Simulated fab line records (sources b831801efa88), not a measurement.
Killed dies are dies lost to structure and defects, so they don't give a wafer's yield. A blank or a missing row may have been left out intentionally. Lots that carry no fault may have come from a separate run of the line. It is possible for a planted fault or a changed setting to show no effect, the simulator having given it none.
Which of the tools did it? + flow sky130 + 13 lots, 39 wafers sampled, at 5 steps of a route of 708

WHAT EACH GAUGE READ, for each wafer
SKY_VT_ADJUST_HVTP_OVL_MEAS_08. Usual: VT_ADJUST_HVTP_OVL gives -0.5 nm (standard deviation 1.6).
| lot  | measured     | on         | VT_ADJUST_HVTP_OVL (nm) | flag |
|------|--------------|------------|-------------------------|------|
| L829 | day 6 01:08  | overlay-02 | -0.5 0.5 -0.6           |      |
| L830 | day 6 05:00  | overlay-02 | -2.0 -1.3 -1.0          |      |
| L831 | day 6 12:32  | overlay-02 | 1.4 1.1 1.3             |      |
| L833 | day 6 23:38  | overlay-01 | -1.6 -1.3 -1.9          |      |
| L836 | day 7 23:55  | overlay-02 | -0.9 -0.1 0.1           |      |
| L838 | day 8 11:12  | overlay-01 | -0.6 -3.3 0.3           |      |
| L839 | day 9 02:13  | overlay-01 | -0.5 -0.8 -2.2          |      |
| L842 | day 9 13:13  | overlay-02 | -0.3 0.0 -0.4           |      |
| L844 | day 10 03:34 | overlay-01 | -0.3 -2.2 -2.1          |      |
| L846 | day 10 17:49 | overlay-01 | 2.1 -1.0 -0.3           |      |
| L849 | day 11 12:24 | overlay-01 | 0.2 -1.2 -0.9           |      |
| L850 | day 11 15:08 | overlay-02 | 3.2 0.9 0.3             |      |
| L851 | day 11 19:36 | overlay-02 | 0.4 0.8 0.7             |      |

SKY_VT_ADJUST_NCORE_TW_MEAS_11. Usual: VT_ADJUST_NCORE_TW gives 218.6 (standard deviation 1.5).
| lot  | measured     | on            | VT_ADJUST_NCORE_TW                  | flag |
|------|--------------|---------------|-------------------------------------|------|
| L829 | day 8 12:38  | film-metro-04 | 216.1 214.9 216.1                   |      |
| L830 | day 8 16:07  | film-metro-01 | 219.1 219.7 220.7                   |      |
| L831 | day 9 01:52  | film-metro-04 | 218.8 218.2 218.5                   |      |
| L833 | day 9 13:12  | film-metro-04 | 217.4 218.3 217.6                   |      |
| L836 | day 10 17:47 | film-metro-03 | 218.2 218.7 219.5                   |      |
| L838 | day 11 06:09 | film-metro-01 | 222.7 220.9 221.8                   |      |
| L839 | day 11 21:31 | film-metro-04 | 218.6 217.2 218.3                   |      |
| L842 | day 12 10:28 | film-metro-01 | 218.3 218.5 218.6                   |      |
| L844 | day 13 03:23 | film-metro-03 | 217.5 218.5 218.3                   |      |
| L846 | day 13 18:31 | film-metro-03 | 230.5 229.8 231.0 230.4 230.3 230.4 | OFF  |
| L849 | day 14 17:02 | film-metro-04 | 218.6 216.0 218.1                   |      |
| L850 | day 14 18:52 | film-metro-01 | 219.4 218.0 218.4                   |      |
| L851 | day 14 23:41 | film-metro-04 | 228.1 228.7 228.6 228.4 228.0 228.4 | OFF  |

SKY_LDD_P_OVL_MEAS_08. Usual: LDD_P_OVL gives -0.8 nm (standard deviation 1.4).
| lot  | measured     | on         | LDD_P_OVL (nm) | flag |
|------|--------------|------------|----------------|------|
| L829 | day 18 22:16 | overlay-01 | -2.6 -3.1 -1.3 |      |
| L830 | day 19 01:08 | overlay-01 | -0.5 -1.8 -0.3 |      |
| L831 | day 19 16:47 | overlay-02 | 1.2 0.3 -0.7   |      |
| L833 | day 20 05:02 | overlay-01 | 0.4 2.0 1.2    |      |
| L836 | day 21 22:58 | overlay-01 | -0.1 0.4 -0.9  |      |
| L838 | day 22 10:13 | overlay-02 | 0.7 0.1 0.0    |      |
| L839 | day 23 04:56 | overlay-02 | -1.7 -0.7 -1.7 |      |
| L842 | day 23 23:25 | overlay-02 | -0.3 1.4 0.3   |      |
| L844 | day 24 18:38 | overlay-01 | -2.3 -2.7 -2.8 |      |
| L846 | day 25 11:49 | overlay-02 | 1.9 0.7 0.7    |      |
| L849 | day 26 11:43 | overlay-01 | -2.6 -1.5 -2.7 |      |
| L850 | day 26 15:11 | overlay-01 | -1.4 0.5 -0.1  |      |
| L851 | day 26 19:52 | overlay-01 | -2.1 -1.0 -1.7 |      |

SKY_LI_CONTACT_RS_MEAS_22: uses a four-point probe to measure. Usual: LI_CONTACT_W_RS gives 0.284 ohm/sq (standard deviation 0.0038).
| lot  | measured     | on            | LI_CONTACT_W_RS (ohm/sq) | flag |
|------|--------------|---------------|--------------------------|------|
| L829 | day 29 02:46 | film-metro-02 | 0.279 0.281 0.282        |      |
| L830 | day 29 05:45 | film-metro-02 | 0.291 0.284 0.282        |      |
| L831 | day 29 17:53 | film-metro-03 | 0.282 0.286 0.282        |      |
| L833 | day 30 05:02 | film-metro-01 | 0.288 0.290 0.286        |      |
| L836 | day 31 19:28 | film-metro-02 | 0.275 0.276 0.284        |      |
| L838 | day 32 07:08 | film-metro-03 | 0.287 0.285 0.286        |      |
| L839 | day 32 23:26 | film-metro-01 | 0.291 0.284 0.293        |      |
| L842 | day 33 14:23 | film-metro-01 | 0.288 0.285 0.280        |      |
| L844 | day 34 07:11 | film-metro-02 | 0.284 0.293 0.283        |      |
| L846 | day 34 20:23 | film-metro-02 | 0.283 0.279 0.289        |      |
| L849 | day 35 21:10 | film-metro-02 | 0.283 0.288 0.282        |      |
| L850 | day 35 23:37 | film-metro-03 | 0.286 0.285 0.288        |      |
| L851 | day 36 04:18 | film-metro-03 | 0.287 0.290 0.280        |      |

TOOL THAT RAN EACH LOT (tool first, then ch and the chambers of the sampled wafers, then the start)
| lot  | SKY_VT_ADJUST_NCORE_IMPLANT_09  |
|------|---------------------------------|
| L829 | implanter-02 ch 0, day 8 12:23  |
| L830 | implanter-04 ch 0, day 8 15:53  |
| L831 | implanter-04 ch 0, day 9 01:37  |
| L833 | implanter-01 ch 0, day 9 12:58  |
| L836 | implanter-02 ch 0, day 10 17:32 |
| L838 | implanter-01 ch 0, day 11 05:55 |
| L839 | implanter-01 ch 0, day 11 21:16 |
| L842 | implanter-02 ch 0, day 12 10:16 |
| L844 | implanter-04 ch 0, day 13 03:08 |
| L846 | implanter-02 ch 0, day 13 18:16 |
| L849 | implanter-01 ch 0, day 14 16:50 |
| L850 | implanter-01 ch 0, day 14 18:37 |
| L851 | implanter-02 ch 0, day 14 23:26 |
- SKY_VT_ADJUST_NCORE_IMPLANT_09

WHAT THE TOOLS THEMSELVES READ (means of the sampled wafers that have a number; where no wafer has one, the mark that the record gives instead)
SKY_VT_ADJUST_NCORE_IMPLANT_09. Usual: beam-on-s 10.03 s, standard deviation 0.2; faraday-current-uA 13.49, standard deviation 0.27.
| lot  | tool         | beam-on-s (s) | faraday-current-uA | flag |
|------|--------------|---------------|--------------------|------|
| L829 | implanter-02 | 10.05         | 13.50              |      |
| L830 | implanter-04 | 10.21         | 13.27              |      |
| L831 | implanter-04 | 10.04         | 13.49              |      |
| L833 | implanter-01 | 10.15         | 13.35              |      |
| L836 | implanter-02 | 10.25         | 13.21              |      |
| L838 | implanter-01 | 10.14         | 13.32              |      |
| L839 | implanter-01 | 10.02         | 13.46              |      |
| L842 | implanter-02 | 10.11         | 13.39              |      |
| L844 | implanter-04 | 10.24         | 13.20              |      |
| L846 | implanter-02 | 11.85         | 11.44              | OFF  |
| L849 | implanter-01 | 9.93          | 13.59              |      |
| L850 | implanter-01 | 10.15         | 13.33              |      |
| L851 | implanter-02 | 11.80         | 11.48              | OFF  |

THE ANSWER, worked out from the rows above alone
Rule: lot off if the mean of its wafers having a number is beyond 3 standard deviations from the usual mean. A lot without any number at a reading at which 4 lots or more have one is off too. Where the step has rows for the other lots, those lots are counted as sound. First the gauges in route order, then the tools' own readings, where a lot's mean is used as printed above. The first step at which some lot is off is used, and at that step the reading that is off furthest; a lot without a number counts as furthest.
Off: L846, L851, at SKY_VT_ADJUST_NCORE_TW_MEAS_11 (VT_ADJUST_NCORE_TW).
If a tool, at a process step before that reading, ran all the lots that are off and no sound lot after the first of them, it fits. The gauges at SKY_VT_ADJUST_NCORE_TW_MEAS_11 aren't tried: what is off there is off at SKY_VT_ADJUST_NCORE_IMPLANT_09 too, on other tools, and a gauge's error can't cause that. One fits: implanter-02 at SKY_VT_ADJUST_NCORE_IMPLANT_09. Its last sound lot is L842 (day 12 10:16), its first lot that is off L846 (day 13 18:16): a fault that began between those two fits.
The tool's own readings at SKY_VT_ADJUST_NCORE_IMPLANT_09 bear it out: on the lots that are off they differ by more than 5 times the standard deviation of the sound lots' means. beam-on-s reads 11.82 s there against 10.12 s on the sound lots; faraday-current-uA reads 11.46 there against 13.37 on the sound lots.

WHAT THE SIMULATOR HAD PUT IN
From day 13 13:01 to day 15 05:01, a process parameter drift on implanter-02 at SKY_VT_ADJUST_NCORE_IMPLANT_09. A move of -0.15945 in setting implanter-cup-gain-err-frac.
Struck lots among those shown: L846, L851. The rule above found the same.
